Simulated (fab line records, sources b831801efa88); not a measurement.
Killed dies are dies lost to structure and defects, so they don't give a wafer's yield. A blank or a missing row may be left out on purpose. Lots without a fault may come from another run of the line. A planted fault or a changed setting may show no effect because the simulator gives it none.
A struck lot beside a sound one | flow sky130 | 43 steps out of a route of 708
Sound: wafers L963.1, L963.4, L963.6. Struck: wafers L978.3, L978.4, L978.6. The cause comes at the end.
At each step with rows: each side's tool, then ch and its chambers, then its first start. Under that, the readings that differ: sound wafers | struck wafers | difference of the means | sigmas: that difference in standard deviations of wafers without a fault.
alike: readings whose means differ by less than 2 such deviations, and words and numbers that are the same on both sides. not compared: withheld readings, readings that some wafer has no value for, bounds like >300 that may hide the same value, and numbers for which the record gives no deviation and whose values overlap.
The two part at a step that has a row with sigmas, a row that says differs or no value, or rows on one side only. Numbers that don't overlap but have no deviation are shown without sigmas and don't part them. A reading that every wafer of one side lacks parts them only if that side has two wafers or more.

SKY_CONTACT_OVL_MEAS_15:
  sound on overlay-02, day 31 20:13; struck on overlay-02, day 36 14:53
  alike: CONTACT_OVL
then, 7 steps without rows for these wafers: SKY_CONTACT_ETCH_16 (etches BARC in N2/H2, stops on SiO2, time 45.9 s, target depth 60 nm); SKY_CONTACT_ETCH_17 (etches SiO2 in C4F8/O2/Ar, stops on Si3N4, target depth 340 nm); SKY_CONTACT_ETCH_18 (etches Si3N4 in CHF3/O2, stops on TiN, time 39 s, target depth 75 nm); SKY_CONTACT_STRIP_19 (strips in O2/N2); SKY_CONTACT_STRIP_20 (strips in post etch residue remover, time 1200 s); SKY_CONTACT_CLEAN_21 (cleans in IPA, time 180 s); SKY_CONTACT_CLEAN_22 (cleans in O3/DIW).
SKY_CONTACT_SPUTTER_23: material TiN, target thk 20 nm, time 80 s.
  sound on pvd_sputter-01, day 31 20:59; struck on pvd_sputter-01, day 36 15:38
  alike: throttle_valve_pct
then, 1 step without rows for these wafers: SKY_CONTACT_CVD_24 (deposits W, target thk 340 nm, time 102.12 s).
SKY_CONTACT_RS_MEAS_25: measures by four-point-probe.
  sound on film_metro-04, day 31 21:09; struck on film_metro-02, day 36 15:50
  alike: CONTACT_W_RS
SKY_CONTACT_THK_MEAS_26: measures by xrf.
  sound on film_metro-04, day 31 21:16; struck on film_metro-02, day 36 15:56
  alike: CONTACT_W_THK
SKY_CONTACT_CMP_27: polishes, stops on SiO2, t overpolish 15 s, target thk 0 nm.
  sound on cmp-01 ch 0,3, day 31 21:20; struck on cmp-01 ch 2,3, day 36 16:05
  alike: motor_current_A, overpolish_run_s, time_to_endpoint_s
SKY_METAL1_SPUTTER_00: material Ti, target thk 15 nm, time 10 s.
  sound on pvd_sputter-04, day 31 21:38; struck on pvd_sputter-04, day 36 16:23
  alike: throttle_valve_pct
SKY_METAL1_SPUTTER_01: material TiN, target thk 20 nm, time 16.7 s.
  sound on pvd_sputter-04, day 31 21:40; struck on pvd_sputter-04, day 36 16:24
  alike: throttle_valve_pct
SKY_METAL1_SPUTTER_02: material AlCu, target thk 250 nm, time 13.3 s.
  sound on pvd_sputter-04, day 31 21:41; struck on pvd_sputter-04, day 36 16:26
  alike: throttle_valve_pct
then, 1 step without rows for these wafers: SKY_METAL1_SPUTTER_03 (material Ti, target thk 5 nm, time 3.3 s).
SKY_METAL1_SPUTTER_04: material TiN, target thk 70 nm, time 58.3 s.
  sound on pvd_sputter-04, day 31 21:43; struck on pvd_sputter-04, day 36 16:28
  alike: throttle_valve_pct
SKY_METAL1_RS_MEAS_05: measures by four-point-probe.
  sound on film_metro-03, day 31 21:46; struck on film_metro-02, day 36 16:34
  alike: METAL1_ALCU_RS
SKY_METAL1_THK_MEAS_06: measures by xrf.
  sound on film_metro-03, day 31 21:53; struck on film_metro-02, day 36 16:40
  alike: METAL1_ALCU_THK
then, 8 steps without rows for these wafers: SKY_METAL1_DEHYDRATE_07 (time 60 s); SKY_METAL1_HMDS_08 (prime time 60 s); SKY_METAL1_COAT_09 (resist thk 60 nm); SKY_METAL1_COAT_10 (resist thk 450 nm); SKY_METAL1_SOFTBAKE_11 (time 87.81 s); SKY_METAL1_EXPOSE_12 (exposes mask MM1, target cd 140 nm); SKY_METAL1_PEB_13; SKY_METAL1_DEVELOP_14 (develop time 60 s).
SKY_METAL1_CD_MEAS_15: target cd 140 nm.
  sound on cd_sem-02, day 33 01:12; struck on cd_sem-01, day 37 18:20
  reading    | sound             | struck            | difference | sigmas
  cd_nm (nm) | 137.5 138.0 138.0 | 141.3 139.6 140.3 | +2.6       | +2
SKY_METAL1_OVL_MEAS_16:
  sound on overlay-02, day 33 01:19; struck on overlay-01, day 37 18:26
  alike: METAL1_OVL
then, 8 steps without rows for these wafers: SKY_METAL1_DESCUM_17 (chemistry O2, time 8 s); SKY_METAL1_ETCH_18 (etches BARC in N2/H2, stops on SiO2, time 45.9 s, target depth 60 nm); SKY_METAL1_METAL_ETCH_19 (etches the open film in Cl2/BCl3, stops on SiO2, target depth 360 nm, time 78 s); SKY_METAL1_STRIP_20 (strips in O2/N2); SKY_METAL1_STRIP_21 (strips in post etch residue remover, time 1200 s); SKY_METAL1_CLEAN_22 (cleans in IPA, time 180 s); SKY_METAL1_CLEAN_23 (cleans in O3/DIW); SKY_VIA1_HDPCVD_00 (deposits SiO2, target thk 1030 nm, time 171.7 s).
SKY_VIA1_THK_MEAS_01:
  sound on film_metro-01, day 33 02:14; struck on film_metro-03, day 37 19:22
  alike: VIA1_HDPCVD_THK
then, 1 step without rows for these wafers: SKY_VIA1_CMP_02 (polishes SiO2).
SKY_VIA1_BOW_MEAS_03:
  sound on film_metro-02, day 33 02:36; struck on film_metro-02, day 37 19:44
  alike: VIA1_BOW
then, 1 step without rows for these wafers: SKY_VIA1_DEHYDRATE_04 (time 60 s).
-- the record jumps here: 12 days lie between the struck wafers' starts before and after (it left off in module VIA1 and takes up again in module PAD_OPEN, whose first step shown is number 708 of the route) --
SKY_PAD_OPEN_PROBE_99:
  the record has rows for the struck wafers here (prober-01, day 49 16:20) and none for the sound ones

WHERE THEY PART
First at SKY_METAL1_CD_MEAS_15; last, within this record, at SKY_PAD_OPEN_PROBE_99.

WHY: what the simulator had put in
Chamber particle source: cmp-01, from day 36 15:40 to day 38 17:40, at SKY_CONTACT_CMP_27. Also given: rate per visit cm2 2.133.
